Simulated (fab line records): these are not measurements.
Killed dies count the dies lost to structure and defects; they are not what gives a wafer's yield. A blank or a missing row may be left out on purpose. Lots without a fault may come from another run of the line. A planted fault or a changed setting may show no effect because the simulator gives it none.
Chamber matching / flow gf180mcu / GF_PASSIVATION_CVD_02 on pecvd-02 has 3 sister chambers
The step deposits Si3N4, target thk 700 nm, time 486.18 s. 6 wafers are shown with their chamber, then 11 later ones without.

## WAFERS, EACH WITH ITS CHAMBER
wafer=L089.1; chamber=2; heater-power-w (W)=765; susceptor-temp-C (C)=399.96
wafer=L089.4; chamber=2; heater-power-w (W)=613; susceptor-temp-C (C)=399.82
wafer=L089.6; chamber=0; heater-power-w (W)=692; susceptor-temp-C (C)=400.07
wafer=L092.2; chamber=0; heater-power-w (W)=855; susceptor-temp-C (C)=400.36
wafer=L092.4; chamber=1; heater-power-w (W)=629; susceptor-temp-C (C)=399.93
wafer=L093.1; chamber=1; heater-power-w (W)=696; susceptor-temp-C (C)=399.88

## WAFERS WITHOUT THEIR CHAMBER
wafer=L093.2; heater-power-w (W)=752; susceptor-temp-C (C)=399.87
wafer=L093.3; heater-power-w (W)=639; susceptor-temp-C (C)=400.08
wafer=L093.4; heater-power-w (W)=749; susceptor-temp-C (C)=400.20
wafer=L093.5; heater-power-w (W)=668; susceptor-temp-C (C)=399.98
wafer=L093.6; heater-power-w (W)=787; susceptor-temp-C (C)=400.06
wafer=L097.2; heater-power-w (W)=804; susceptor-temp-C (C)=399.98
wafer=L097.3; heater-power-w (W)=702; susceptor-temp-C (C)=399.97
wafer=L097.6; heater-power-w (W)=844; susceptor-temp-C (C)=399.59
wafer=L096.3; heater-power-w (W)=784; susceptor-temp-C (C)=400.39
wafer=L096.4; heater-power-w (W)=626; susceptor-temp-C (C)=400.26
wafer=L096.5; heater-power-w (W)=850; susceptor-temp-C (C)=399.91

## EACH ONE'S CHAMBER
wafer=L093.2; from the rows above=can't be placed: 2 or 1 or 0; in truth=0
wafer=L093.3; from the rows above=can't be placed: 1 or 2 or 0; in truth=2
wafer=L093.4; from the rows above=0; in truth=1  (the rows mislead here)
wafer=L093.5; from the rows above=can't be placed: 1 or 2 or 0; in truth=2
wafer=L093.6; from the rows above=can't be placed: 0 or 2 or 1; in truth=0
wafer=L097.2; from the rows above=can't be placed: 2 or 1 or 0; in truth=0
wafer=L097.3; from the rows above=can't be placed: 2 or 1 or 0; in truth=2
wafer=L097.6; from the rows above=can't be placed: 2 or 1 or 0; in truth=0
wafer=L096.3; from the rows above=0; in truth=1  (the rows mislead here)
wafer=L096.4; from the rows above=can't be placed: 0 or 1 or 2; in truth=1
wafer=L096.5; from the rows above=can't be placed: 2 or 1 or 0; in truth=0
0 of 11 placed correctly. Can't be placed from these rows: 9 (the true chamber is among the candidates in 9). 2 placed wrongly.
How it was worked out, from the rows above alone: a wafer's distance from a chamber is the root of the sum, over the readings, of the square of ((its reading less the chamber's mean) divided by the reading's scatter). If the next closest chamber is less than 2 further off than the closest, the wafer can't be placed; otherwise it belongs to the closest. A chamber's mean is the mean of its shown wafers. The scatter: take each reading less its chamber's mean, square it, sum over the shown wafers, divide by the number of wafers less the number of chambers, and take the root.
